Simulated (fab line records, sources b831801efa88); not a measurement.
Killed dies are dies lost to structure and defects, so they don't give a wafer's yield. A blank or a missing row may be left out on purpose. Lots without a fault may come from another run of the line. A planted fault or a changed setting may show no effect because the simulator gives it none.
Chamber matching | flow gf180mcu | GF_V1_CMP_26 on cmp-02: 4 sister chambers
The step polishes, stops on SiO2, t overpolish 15 s, target thk 0 nm. 8 wafers are shown with their chamber, then 9 later ones without.

WAFERS WITH THEIR CHAMBER
wafer  | chamber | motor_current_A (A) | overpolish_run_s (s)
L867.6 | 1       | 11.6                | 15.006
L876.1 | 0       | 12.8                | 15.002
L877.6 | 2       | 10.2                | 15.005
L881.5 | 3       | 11.4                | 15.001
L881.6 | 0       | 11.9                | 14.996
L882.1 | 2       | 10.0                | 14.994
L882.4 | 3       | 11.1                | 15.004
L882.5 | 1       | 10.8                | 14.996

WAFERS WITHOUT THEIR CHAMBER
wafer  | motor_current_A (A) | overpolish_run_s (s)
L883.4 | 11.0                | 15.018
L883.5 | 10.3                | 15.008
L883.6 | 9.9                 | 14.987
L887.4 | 9.5                 | 14.997
L887.5 | 13.0                | 15.005
L887.6 | 11.0                | 14.996
L888.2 | 12.4                | 15.000
L888.4 | 11.4                | 15.004
L888.5 | 9.8                 | 14.996

WHICH CHAMBER EACH WENT THROUGH
wafer  | from the rows above               | in truth
L883.4 | can't be placed: 3 or 1 or 2 or 0 | 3
L883.5 | can't be placed: 2 or 3 or 1      | 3
L883.6 | can't be placed: 2 or 1 or 3      | 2
L887.4 | 2                                 | 2
L887.5 | 0                                 | 0
L887.6 | can't be placed: 1 or 3 or 2      | 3
L888.2 | 0                                 | 0
L888.4 | can't be placed: 3 or 1 or 0      | 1
L888.5 | 2                                 | 2
Placed correctly: 4 of 9. Can't be placed from these rows: 5 (the true chamber is among the candidates in 5). Placed wrongly: 0.
How it was worked out, from the rows above alone: a wafer's distance from a chamber is the root of the sum, over the readings, of the square of ((its reading less the chamber's mean) divided by the reading's scatter). The wafer belongs to the nearest chamber; if the next one is less than 2 further off, it can't be placed. A chamber's mean is the mean of its shown wafers. The scatter: the root of (the sum of the squares of (reading less its chamber's mean) over the shown wafers, divided by (wafers less chambers)).
